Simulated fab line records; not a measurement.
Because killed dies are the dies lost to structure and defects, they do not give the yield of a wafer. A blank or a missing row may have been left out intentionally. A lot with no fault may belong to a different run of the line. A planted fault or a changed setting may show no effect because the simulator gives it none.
fab line records + flow gf180mcu
record:
- lots: 11
- wafers: 33
- lastDay: 34
route steps=602 shown M4@460 V5@563 TOP_METAL@581
lots that met no fault: from a run of the same line without faults
startH: hours from the record's opening day to when the first of the lot's shown wafers began + waitH: how many hours have passed since the lot's step before this one + " repeats the value in the row above + L1.1+2: a row that stands for several wafers + - no value present, or no start provided + * or withheld: withheld + < > ~ a bound
route shown NAME@n: NAME is a module with steps in the file, n the number in the route of the first one + usual: the fault-free wafers' mean and standard deviation + same: alike in all rows + chamber/n: place in a boat + sites: per-site readings + _std_site: standard deviation of those values + _edge_site: mean of outer sites minus mean of inner sites + radiusMm: for every site, how far away it sits from the centre of the wafer + mask NAME#n: copy n + behind: the tool/chamber that last shaped the wafer + hold: why the lot was held/for how many hours/how that ended + device: the transistor (n, p or np) that didn't switch + end of line: the route-end tests of the same wafers + where a step has no rows: the recipe by itself + killed: dies lost to structure and defects at the first sort, not the wafer's yield + map: the dies of a wafer, with x for killed, . for not killed, _ for no die there
set.NAME: the setting the step ran with; set.NAME@STEP: the setting that earlier step ran with + model.NAME: the simulator's own value behind a step, which no gauge read
route steps across a sampled set of lots; one table per step, one row per wafer
services: when a tool's chamber went out of use (startH, in hours from the record's first day, below 0 if earlier), for how many hours, and the reason
== steps ==
step: GF_M4_SPUTTER_04
recipe:
- material: TiN
- targetThkNm: 50
- powerW: 6500
- timeS: 41.7
- chamberPressurePa: 0.4
usual:
- throttleValvePct: 30.5/1.1
| lot.wafer | tool          | chamber | startH | waitH | throttleValvePct |
|-----------|---------------|---------|--------|-------|------------------|
| L502.2    | pvdSputter-04 | -       | 526.38 | 0.0   | 31.0             |
| L502.4    | "             | -       | "      | "     | 30.7             |
| L502.6    | "             | -       | "      | "     | 31.4             |
| L503.1    | pvdSputter-02 | -       | 529.24 | 0.0   | 29.9             |
| L503.2    | "             | -       | "      | "     | 29.0             |
| L503.4    | "             | -       | "      | "     | 28.4             |
| L504.1    | pvdSputter-01 | -       | 539.72 | 0.0   | 30.1             |
| L504.3    | "             | -       | "      | "     | 31.5             |
| L504.5    | "             | -       | "      | "     | 30.6             |
| L505.2    | pvdSputter-04 | -       | 551.13 | 0.0   | 31.5             |
| L505.4    | "             | -       | "      | "     | 30.8             |
| L505.5    | "             | -       | "      | "     | 29.8             |
| L506.2    | pvdSputter-04 | -       | 557.70 | 0.0   | 31.7             |
| L506.4    | "             | -       | "      | "     | 31.1             |
| L506.5    | "             | -       | "      | "     | 31.9             |
| L514.1    | pvdSputter-02 | -       | 614.97 | 0.0   | 30.8             |
| L514.2    | "             | -       | "      | "     | 29.0             |
| L514.6    | "             | -       | "      | "     | 30.9             |
| L515.2    | pvdSputter-02 | -       | 623.13 | 0.0   | 28.7             |
| L515.3    | "             | -       | "      | "     | 31.2             |
| L515.5    | "             | -       | "      | "     | 29.1             |
| L518.2    | pvdSputter-01 | -       | 643.83 | 0.0   | 30.4             |
| L518.5    | "             | -       | "      | "     | 30.6             |
| L518.6    | "             | -       | "      | "     | 30.2             |
| L520.1    | pvdSputter-01 | -       | 661.25 | 0.0   | 30.0             |
| L520.3    | "             | -       | "      | "     | 30.6             |
| L520.5    | "             | -       | "      | "     | 31.6             |
| L522.1    | pvdSputter-02 | -       | 670.34 | 0.0   | 29.5             |
| L522.2    | "             | -       | "      | "     | 29.3             |
| L522.3    | "             | -       | "      | "     | 28.9             |
| L523.3    | pvdSputter-02 | -       | 684.21 | 0.0   | 30.9             |
| L523.4    | "             | -       | "      | "     | 29.4             |
| L523.6    | "             | -       | "      | "     | 31.1             |
step: GF_M4_RS_MEAS_05
recipe:
- thkMeasGauge: four-point-probe
- reads: TiN_of_M4_SPUTTER_04+Ti_of_M4_SPUTTER_03+AlCu_of_M4_SPUTTER_02+TiN_of_M4_SPUTTER_01+Ti_of_M4_SPUTTER_00
usual:
- M4_ALCU_RS: 0.0698/0.00073
| lot.wafer | tool         | chamber | startH | waitH | M4_ALCU_RS[ohm/sq] |
|-----------|--------------|---------|--------|-------|--------------------|
| L502.2    | filmMetro-04 | -       | 526.44 | 0.0   | 0.0709             |
| L502.4    | "            | -       | "      | "     | 0.0708             |
| L502.6    | "            | -       | "      | "     | 0.0690             |
| L503.1    | filmMetro-04 | -       | 529.28 | 0.0   | 0.0707             |
| L503.2    | "            | -       | "      | "     | 0.0714             |
| L503.4    | "            | -       | "      | "     | 0.0704             |
| L504.1    | filmMetro-02 | -       | 539.76 | 0.0   | 0.0702             |
| L504.3    | "            | -       | "      | "     | 0.0703             |
| L504.5    | "            | -       | "      | "     | 0.0694             |
| L505.2    | filmMetro-02 | -       | 551.19 | 0.0   | 0.0685             |
| L505.4    | "            | -       | "      | "     | 0.0688             |
| L505.5    | "            | -       | "      | "     | 0.0686             |
| L506.2    | filmMetro-03 | -       | 557.76 | 0.0   | 0.0701             |
| L506.4    | "            | -       | "      | "     | 0.0686             |
| L506.5    | "            | -       | "      | "     | 0.0698             |
| L514.1    | filmMetro-03 | -       | 615.01 | 0.0   | 0.0706             |
| L514.2    | "            | -       | "      | "     | 0.0702             |
| L514.6    | "            | -       | "      | "     | 0.0701             |
| L515.2    | filmMetro-02 | -       | 623.19 | 0.0   | 0.0699             |
| L515.3    | "            | -       | "      | "     | 0.0699             |
| L515.5    | "            | -       | "      | "     | 0.0707             |
| L518.2    | filmMetro-02 | -       | 643.89 | 0.0   | 0.0702             |
| L518.5    | "            | -       | "      | "     | 0.0686             |
| L518.6    | "            | -       | "      | "     | 0.0705             |
| L520.1    | filmMetro-02 | -       | 661.30 | 0.0   | 0.0699             |
| L520.3    | "            | -       | "      | "     | 0.0679             |
| L520.5    | "            | -       | "      | "     | 0.0696             |
| L522.1    | filmMetro-03 | -       | 670.38 | 0.0   | 0.0699             |
| L522.2    | "            | -       | "      | "     | 0.0698             |
| L522.3    | "            | -       | "      | "     | 0.0694             |
| L523.3    | filmMetro-04 | -       | 684.29 | 0.1   | 0.0697             |
| L523.4    | "            | -       | "      | "     | 0.0693             |
| L523.6    | "            | -       | "      | "     | 0.0701             |
step: GF_V5_CVD_23
recipe:
- material: W
- targetThkNm: 350
- timeS: 104.9
- tempC: 400
- pressureTorr: 40
usual:
- heaterPowerW: 876/51
| lot.wafer | tool    | chamber | startH | waitH | heaterPowerW |
|-----------|---------|---------|--------|-------|--------------|
| L502.2    | cvdW-02 | 1       | 638.13 | 0.0   | 846          |
| L502.4    | "       | 0       | "      | "     | 851          |
| L502.6    | "       | 1       | "      | "     | 846          |
| L503.1    | cvdW-02 | 1       | 641.03 | 0.0   | 856          |
| L503.2    | "       | 0       | "      | "     | 851          |
| L503.4    | "       | 0       | "      | "     | 838          |
| L504.1    | cvdW-02 | 1       | 650.38 | 0.0   | 857          |
| L504.3    | "       | 1       | "      | "     | 860          |
| L504.5    | "       | 1       | "      | "     | 838          |
| L505.2    | cvdW-01 | 1       | 663.02 | 0.0   | 840          |
| L505.4    | "       | 0       | "      | "     | 979          |
| L505.5    | "       | 0       | "      | "     | 990          |
| L506.2    | cvdW-01 | 1       | 666.51 | 0.0   | 834          |
| L506.4    | "       | 1       | "      | "     | 834          |
| L506.5    | "       | 0       | "      | "     | 965          |
| L514.1    | cvdW-02 | 0       | 718.55 | 0.0   | 878          |
| L514.2    | "       | 1       | "      | "     | 832          |
| L514.6    | "       | 0       | "      | "     | 861          |
| L515.2    | cvdW-02 | 0       | 725.69 | 0.0   | 866          |
| L515.3    | "       | 0       | "      | "     | 853          |
| L515.5    | "       | 0       | "      | "     | 830          |
| L518.2    | cvdW-01 | 0       | 743.28 | 0.0   | 976          |
| L518.5    | "       | 0       | "      | "     | 964          |
| L518.6    | "       | 1       | "      | "     | 858          |
| L520.1    | cvdW-01 | 0       | 758.37 | 0.0   | 1015         |
| L520.3    | "       | 0       | "      | "     | 969          |
| L520.5    | "       | 1       | "      | "     | 842          |
| L522.1    | cvdW-01 | 1       | 766.07 | 0.0   | 855          |
| L522.2    | "       | 0       | "      | "     | 990          |
| L522.3    | "       | 1       | "      | "     | 852          |
| L523.3    | cvdW-01 | 0       | 776.72 | 0.1   | 983          |
| L523.4    | "       | 1       | "      | "     | 880          |
| L523.6    | "       | 0       | "      | "     | 978          |
step: GF_V5_RS_MEAS_24
recipe:
- thkMeasGauge: four-point-probe
- reads: W_of_V5_CVD_23+TiN_of_V5_SPUTTER_22+Ti_of_V5_SPUTTER_21
usual:
- V5_W_RS: 0.328/0.0038
| lot.wafer | tool         | chamber | startH | waitH | V5_W_RS[ohm/sq] |
|-----------|--------------|---------|--------|-------|-----------------|
| L502.2    | filmMetro-01 | -       | 638.26 | 0.1   | 0.325           |
| L502.4    | "            | -       | "      | "     | 0.332           |
| L502.6    | "            | -       | "      | "     | 0.327           |
| L503.1    | filmMetro-01 | -       | 641.14 | 0.1   | 0.323           |
| L503.2    | "            | -       | "      | "     | 0.325           |
| L503.4    | "            | -       | "      | "     | 0.325           |
| L504.1    | filmMetro-03 | -       | 650.49 | 0.1   | 0.328           |
| L504.3    | "            | -       | "      | "     | 0.331           |
| L504.5    | "            | -       | "      | "     | 0.324           |
| L505.2    | filmMetro-02 | -       | 663.15 | 0.1   | 0.333           |
| L505.4    | "            | -       | "      | "     | 0.326           |
| L505.5    | "            | -       | "      | "     | 0.327           |
| L506.2    | filmMetro-01 | -       | 666.64 | 0.1   | 0.332           |
| L506.4    | "            | -       | "      | "     | 0.333           |
| L506.5    | "            | -       | "      | "     | 0.330           |
| L514.1    | filmMetro-01 | -       | 718.66 | 0.1   | 0.459           |
| L514.2    | "            | -       | "      | "     | 0.443           |
| L514.6    | "            | -       | "      | "     | 0.460           |
| L515.2    | filmMetro-03 | -       | 725.82 | 0.1   | 0.459           |
| L515.3    | "            | -       | "      | "     | 0.458           |
| L515.5    | "            | -       | "      | "     | 0.461           |
| L518.2    | filmMetro-03 | -       | 743.41 | 0.1   | 0.328           |
| L518.5    | "            | -       | "      | "     | 0.330           |
| L518.6    | "            | -       | "      | "     | 0.329           |
| L520.1    | filmMetro-02 | -       | 758.49 | 0.1   | 0.332           |
| L520.3    | "            | -       | "      | "     | 0.331           |
| L520.5    | "            | -       | "      | "     | 0.331           |
| L522.1    | filmMetro-02 | -       | 766.19 | 0.1   | 0.329           |
| L522.2    | "            | -       | "      | "     | 0.332           |
| L522.3    | "            | -       | "      | "     | 0.335           |
| L523.3    | filmMetro-02 | -       | 776.83 | 0.1   | 0.328           |
| L523.4    | "            | -       | "      | "     | 0.329           |
| L523.6    | "            | -       | "      | "     | 0.328           |
step: GF_V5_THK_MEAS_25
recipe:
- thkMeasGauge: xrf
- reads: W_of_V5_CVD_23
usual:
- V5_W_THK: 353/5.5
| lot.wafer | tool         | chamber | startH | waitH | V5_W_THK[nm] |
|-----------|--------------|---------|--------|-------|--------------|
| L502.2    | filmMetro-01 | -       | 638.37 | 0.1   | 355          |
| L502.4    | "            | -       | "      | "     | 347          |
| L502.6    | "            | -       | "      | "     | 350          |
| L503.1    | filmMetro-01 | -       | 641.26 | 0.1   | 354          |
| L503.2    | "            | -       | "      | "     | 351          |
| L503.4    | "            | -       | "      | "     | 353          |
| L504.1    | filmMetro-03 | -       | 650.61 | 0.1   | 354          |
| L504.3    | "            | -       | "      | "     | 355          |
| L504.5    | "            | -       | "      | "     | 361          |
| L505.2    | filmMetro-02 | -       | 663.26 | 0.1   | 349          |
| L505.4    | "            | -       | "      | "     | 355          |
| L505.5    | "            | -       | "      | "     | 354          |
| L506.2    | filmMetro-01 | -       | 666.75 | 0.1   | 343          |
| L506.4    | "            | -       | "      | "     | 344          |
| L506.5    | "            | -       | "      | "     | 346          |
| L514.1    | filmMetro-01 | -       | 718.78 | 0.1   | 252          |
| L514.2    | "            | -       | "      | "     | 261          |
| L514.6    | "            | -       | "      | "     | 250          |
| L515.2    | filmMetro-03 | -       | 725.93 | 0.1   | 254          |
| L515.3    | "            | -       | "      | "     | 256          |
| L515.5    | "            | -       | "      | "     | 253          |
| L518.2    | filmMetro-03 | -       | 743.52 | 0.1   | 357          |
| L518.5    | "            | -       | "      | "     | 355          |
| L518.6    | "            | -       | "      | "     | 353          |
| L520.1    | filmMetro-02 | -       | 758.61 | 0.1   | 347          |
| L520.3    | "            | -       | "      | "     | 348          |
| L520.5    | "            | -       | "      | "     | 347          |
| L522.1    | filmMetro-02 | -       | 766.31 | 0.1   | 350          |
| L522.2    | "            | -       | "      | "     | 349          |
| L522.3    | "            | -       | "      | "     | 346          |
| L523.3    | filmMetro-02 | -       | 776.93 | 0.1   | 354          |
| L523.4    | "            | -       | "      | "     | 356          |
| L523.6    | "            | -       | "      | "     | 354          |
step: GF_V5_CMP_26
recipe:
- stopOn: SiO2
- downForcePsi: 3.5
- platenRpm: 60
- tOverpolishS: 15
- targetThkNm: 0
- padVelocityMS: 0.94248
usual:
- motorCurrentA: 11.8/1
- timeToEndpointS: 85/3.1
| lot.wafer | tool   | chamber | startH | waitH | motorCurrentA | timeToEndpointS |
|-----------|--------|---------|--------|-------|---------------|-----------------|
| L502.2    | cmp-01 | 0       | 638.47 | 0.1   | 12.3          | 84              |
| L502.4    | "      | 1       | "      | "     | 14.0          | 84              |
| L502.6    | "      | 0       | "      | "     | 12.1          | 85              |
| L503.4    | cmp-01 | 0       | 641.32 | 0.0   | 12.8          | 86              |
| L503.2    | "      | 1       | "      | "     | 13.2          | 86              |
| L503.1    | "      | 2       | "      | "     | 11.9          | 89              |
| L504.3    | cmp-02 | 0       | 650.72 | 0.1   | 11.3          | 86              |
| L504.1    | "      | 1       | "      | "     | 10.9          | 86              |
| L504.5    | "      | 3       | "      | "     | 10.7          | 88              |
| L505.2    | cmp-02 | 1       | 663.31 | 0.0   | 10.5          | 85              |
| L505.4    | "      | 2       | "      | "     | 12.9          | 83              |
| L505.5    | "      | 1       | "      | "     | 10.4          | 86              |
| L506.4    | cmp-01 | 3       | 666.85 | 0.1   | 11.9          | 81              |
| L506.2    | "      | 1       | "      | "     | 12.8          | 88              |
| L506.5    | "      | 3       | "      | "     | 12.2          | 79              |
| L514.2    | cmp-02 | 1       | 718.84 | 0.0   | 11.1          | 68              |
| L514.1    | "      | 0       | "      | "     | 10.7          | 66              |
| L514.6    | "      | 1       | "      | "     | 10.5          | 64              |
| L515.2    | cmp-02 | 0       | 725.98 | 0.0   | 11.1          | 62              |
| L515.3    | "      | 3       | "      | "     | 11.6          | 61              |
| L515.5    | "      | 0       | "      | "     | 10.6          | 61              |
| L518.2    | cmp-01 | 1       | 743.72 | 0.2   | 13.7          | 92              |
| L518.5    | "      | 2       | "      | "     | 11.7          | 91              |
| L518.6    | "      | 3       | "      | "     | 11.9          | 85              |
| L520.1    | cmp-02 | 0       | 758.67 | 0.1   | 10.6          | 82              |
| L520.3    | "      | 1       | "      | "     | 10.7          | 83              |
| L520.5    | "      | 1       | "      | "     | 10.1          | 82              |
| L522.1    | cmp-02 | 3       | 766.37 | 0.1   | 10.8          | 86              |
| L522.3    | "      | 0       | "      | "     | 11.7          | 85              |
| L522.2    | "      | 1       | "      | "     | 9.8           | 82              |
| L523.4    | cmp-01 | 3       | 777.17 | 0.2   | 12.0          | 78              |
| L523.3    | "      | 1       | "      | "     | 12.9          | 87              |
| L523.6    | "      | 3       | "      | "     | 12.9          | 80              |
step: GF_TOP_METAL_CD_MEAS_14
recipe:
- targetCdNm: 440
usual:
- cdNm: 440.1/2.3
| lot.wafer | tool     | chamber | startH | waitH | cdNm  |
|-----------|----------|---------|--------|-------|-------|
| L502.2    | cdSem-02 | -       | 658.65 | 0.1   | 439.8 |
| L502.4    | "        | -       | "      | "     | 442.2 |
| L502.6    | "        | -       | "      | "     | 440.2 |
| L503.1    | cdSem-02 | -       | 662.01 | 0.1   | 439.4 |
| L503.2    | "        | -       | "      | "     | 438.5 |
| L503.4    | "        | -       | "      | "     | 439.0 |
| L504.1    | cdSem-01 | -       | 671.18 | 0.1   | 435.8 |
| L504.3    | "        | -       | "      | "     | 435.3 |
| L504.5    | "        | -       | "      | "     | 438.2 |
| L505.2    | cdSem-02 | -       | 683.13 | 0.1   | 442.9 |
| L505.4    | "        | -       | "      | "     | 439.1 |
| L505.5    | "        | -       | "      | "     | 443.6 |
| L506.2    | cdSem-02 | -       | 686.58 | 0.1   | 438.0 |
| L506.4    | "        | -       | "      | "     | 438.4 |
| L506.5    | "        | -       | "      | "     | 440.0 |
| L514.1    | cdSem-02 | -       | 736.71 | 0.1   | 441.2 |
| L514.2    | "        | -       | "      | "     | 442.6 |
| L514.6    | "        | -       | "      | "     | 441.1 |
| L515.2    | cdSem-02 | -       | 743.78 | 0.1   | 437.3 |
| L515.3    | "        | -       | "      | "     | 438.9 |
| L515.5    | "        | -       | "      | "     | 435.8 |
| L518.2    | cdSem-02 | -       | 760.23 | 0.1   | 440.5 |
| L518.5    | "        | -       | "      | "     | 441.4 |
| L518.6    | "        | -       | "      | "     | 441.7 |
| L520.1    | cdSem-02 | -       | 775.11 | 0.1   | 438.0 |
| L520.3    | "        | -       | "      | "     | 438.0 |
| L520.5    | "        | -       | "      | "     | 436.8 |
| L522.1    | cdSem-02 | -       | 782.43 | 0.1   | 437.9 |
| L522.2    | "        | -       | "      | "     | 440.0 |
| L522.3    | "        | -       | "      | "     | 440.7 |
| L523.3    | cdSem-01 | -       | 792.70 | 0.1   | 439.3 |
| L523.4    | "        | -       | "      | "     | 438.3 |
| L523.6    | "        | -       | "      | "     | 438.7 |
== services ==
| tool          | chamber | startH | hours | kind   |
|---------------|---------|--------|-------|--------|
| cmp-02        | -       | 506.22 | 1.9   | repair |
| pvdSputter-04 | -       | 506.25 | 0.7   | repair |
| cmp-01        | -       | 508.93 | 0.8   | repair |
| cvdW-02       | -       | 535.40 | 19.0  | repair |
| cmp-02        | -       | 550.44 | 9.5   | pm     |
| cmp-01        | -       | 562.23 | 1.8   | repair |
| cmp-02        | -       | 572.27 | 4.0   | pm     |
| cmp-01        | -       | 579.51 | 2.0   | repair |
| pvdSputter-02 | -       | 581.77 | 1.8   | repair |
| cvdW-02       | 0       | 590.45 | 6.8   | repair |
| cmp-02        | -       | 612.58 | 2.1   | repair |
| cvdW-01       | -       | 628.76 | 6.9   | pm     |
| cmp-02        | -       | 630.33 | 0.5   | repair |
| pvdSputter-02 | -       | 634.54 | 2.2   | repair |
| cvdW-02       | -       | 652.24 | 0.8   | repair |
| cmp-02        | -       | 655.00 | 3.2   | pm     |
| cmp-02        | -       | 659.21 | 1.5   | repair |
| cmp-02        | -       | 673.60 | 1.2   | repair |
| cmp-01        | -       | 709.93 | 1.1   | repair |
| pvdSputter-02 | -       | 716.46 | 3.7   | repair |
| cmp-01        | -       | 718.02 | 7.5   | pm     |
| cmp-01        | -       | 744.54 | 4.0   | pm     |
| cvdW-01       | -       | 759.29 | 5.9   | repair |
| cmp-02        | -       | 775.67 | 2.0   | repair |
== key ==
firstSign:
- step: GF_V5_RS_MEAS_24
- reading: V5_W_RS
- direction: up
- sigmas: 34
- usual: 0.328
- struck: 0.457
effect:
- step: GF_V5_THK_MEAS_25
- reading: V5_W_THK
- direction: down
- sigmas: 18
- usual: 353
- struck: 254
effect:
- step: GF_V5_CMP_26
- reading: timeToEndpointS
- direction: down
- sigmas: 6.9
- usual: *
- struck: *
metAt GF_V5_CVD_23
struckLots L514,L515
notActingAt GF_M4_SPUTTER_04,GF_M4_RS_MEAS_05,GF_TOP_METAL_CD_MEAS_14
onsetBetween 650.38 718.55
fault:
- kind: processParameterDrift
- tool: cvdW-02
- chamber: -
- onsetH: 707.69
- steps: GF_V5_CVD_23
- channel: targetThkNm
- offset: -93.951
- shape: step
- endH: 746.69
- actsIn: theseRecipesOnly
- stated: 350
